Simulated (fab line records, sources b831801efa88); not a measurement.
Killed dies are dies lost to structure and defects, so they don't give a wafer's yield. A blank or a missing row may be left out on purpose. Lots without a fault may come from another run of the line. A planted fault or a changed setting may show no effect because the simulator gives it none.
A struck lot beside a sound one | flow sky130 | 16 steps out of a route of 708
Sound: wafers L327.1, L327.3, L327.6. Struck: wafers L336.2, L336.5, L336.6. The cause comes at the end.
At each step with rows: each side's tool, then ch and its chambers, then its first start. Under that, the readings that differ: sound wafers | struck wafers | difference of the means | sigmas: that difference in standard deviations of wafers without a fault.
alike: readings whose means differ by less than 2 such deviations, and words and numbers that are the same on both sides. not compared: withheld readings, readings that some wafer has no value for, bounds like >300 that may hide the same value, and numbers for which the record gives no deviation and whose values overlap.
The two part at a step that has a row with sigmas, a row that says differs or no value, or rows on one side only. Numbers that don't overlap but have no deviation are shown without sigmas and don't part them. A reading that every wafer of one side lacks parts them only if that side has two wafers or more.

first, 1 step without rows for these wafers: SKY_VT_ADJUST_NCORE_IMPLANT_09.
SKY_VT_ADJUST_NCORE_STRIP_10: strips in O2/N2.
  sound on plasma_asher-01 ch 0,1, day 8 10:34; struck on plasma_asher-01 ch 0,1, day 10 02:51
  alike: drypump_motor_current_A, oes_product_au, strip_time_to_endpoint_s
  not compared: rf_hours_counter_h
SKY_VT_ADJUST_NCORE_TW_MEAS_11:
  sound on film_metro-04, day 8 10:40; struck on film_metro-04, day 10 02:58
  reading            | sound             | struck            | difference | sigmas
  VT_ADJUST_NCORE_TW | 221.4 221.7 220.8 | 217.4 215.9 216.8 | -4.6       | -2
then, 7 steps without rows for these wafers: SKY_VT_ADJUST_HVTR_DEHYDRATE_00 (time 60 s); SKY_VT_ADJUST_HVTR_HMDS_01 (prime time 60 s); SKY_VT_ADJUST_HVTR_COAT_02 (resist thk 1140 nm); SKY_VT_ADJUST_HVTR_SOFTBAKE_03 (time 60 s); SKY_VT_ADJUST_HVTR_EXPOSE_04 (exposes mask HVTRM, target cd 380 nm); SKY_VT_ADJUST_HVTR_PEB_05; SKY_VT_ADJUST_HVTR_DEVELOP_06 (develop time 60 s).
SKY_VT_ADJUST_HVTR_CD_MEAS_07: target cd 380 nm.
  sound on cd_sem-01, day 8 19:53; struck on cd_sem-01, day 10 18:40
  alike: cd_nm
SKY_VT_ADJUST_HVTR_OVL_MEAS_08:
  sound on overlay-02, day 8 20:01; struck on overlay-02, day 10 18:46
  alike: VT_ADJUST_HVTR_OVL
SKY_VT_ADJUST_HVTR_IMPLANT_09:
  sound on implanter-04 ch 0, day 8 20:02; struck on implanter-01 ch 0, day 10 18:59
  reading            | sound                            | struck                           | difference  | sigmas
  dose_ions_cm2      | 2.0969e+12 2.0953e+12 2.0963e+12 | 2.9058e+12 2.9087e+12 2.9093e+12 | +8.1177e+11 | +99 or more
  faraday_current_uA | 12.00 11.77 11.71                | 16.30 16.07 16.75                | +4.55       | +18
  alike: beam_energy_keV, beam_on_s
SKY_VT_ADJUST_HVTR_STRIP_10: strips in O2/N2.
  sound on plasma_asher-04 ch 0,1, day 8 20:11; struck on plasma_asher-01 ch 0,1, day 10 19:07
  alike: drypump_motor_current_A, oes_product_au, strip_time_to_endpoint_s
  not compared: rf_hours_counter_h
SKY_VT_ADJUST_HVTR_TW_MEAS_11:
  sound on film_metro-02, day 8 20:17; struck on film_metro-02, day 10 19:27
  reading           | sound             | struck            | difference | sigmas
  VT_ADJUST_HVTR_TW | 209.5 208.7 207.3 | 229.3 228.4 228.1 | +20.1      | +10
  not compared: hold
-- the record jumps here: 36 days lie between the struck wafers' starts before and after (it left off in module VT_ADJUST_HVTR and takes up again in module PAD_OPEN, whose first step shown is number 708 of the route) --
SKY_PAD_OPEN_PROBE_99:
  sound on prober-01, day 44 19:05; struck on prober-02, day 46 17:45
  reading                                   | sound                   | struck                  | difference | sigmas
  model.etest.pfet_01v8_mvt.drive_ua_um     | 150.2 148.9 147.2       | 167.2 169.6 169         | +19.8      |
  model.etest.pfet_01v8_mvt.off_log10_a_um  | -11.06 -11.05 -11.08    | -8.951 -9.142 -8.758    | +2.113     |
  model.etest.pfet_01v8_mvt.vt_sat_v (V)    | -0.5949 -0.6012 -0.6041 | -0.4032 -0.4162 -0.4094 | +0.1905    |
  model.etest.pfet_01v8_mvt.vt_v (V)        | -0.6748 -0.6778 -0.6817 | -0.5127 -0.5248 -0.5176 | +0.1597    |
  model.etest.pfet_01v8_mvt.vt_long_v (V)   | -0.873 -0.873 -0.8747   | -0.7442 -0.7542 -0.7496 | +0.1242    |
  model.etest.pfet_01v8_mvt.body_rise_v (V) | -0.187 -0.188 -0.1848   | -0.2013 -0.1954 -0.199  | -0.0120    |
  alike: killed_at_M0_to_M3, killed_at_M4_up, killed_at_contacts, killed_at_front_end, killed_at_other, killed_dies, killed_open, killed_short

WHERE THEY PART
First at SKY_VT_ADJUST_NCORE_TW_MEAS_11; last, within this record, at SKY_VT_ADJUST_HVTR_TW_MEAS_11. Later steps at which nothing parts them and some readings are alike: SKY_PAD_OPEN_PROBE_99.

WHY: what the simulator had put in
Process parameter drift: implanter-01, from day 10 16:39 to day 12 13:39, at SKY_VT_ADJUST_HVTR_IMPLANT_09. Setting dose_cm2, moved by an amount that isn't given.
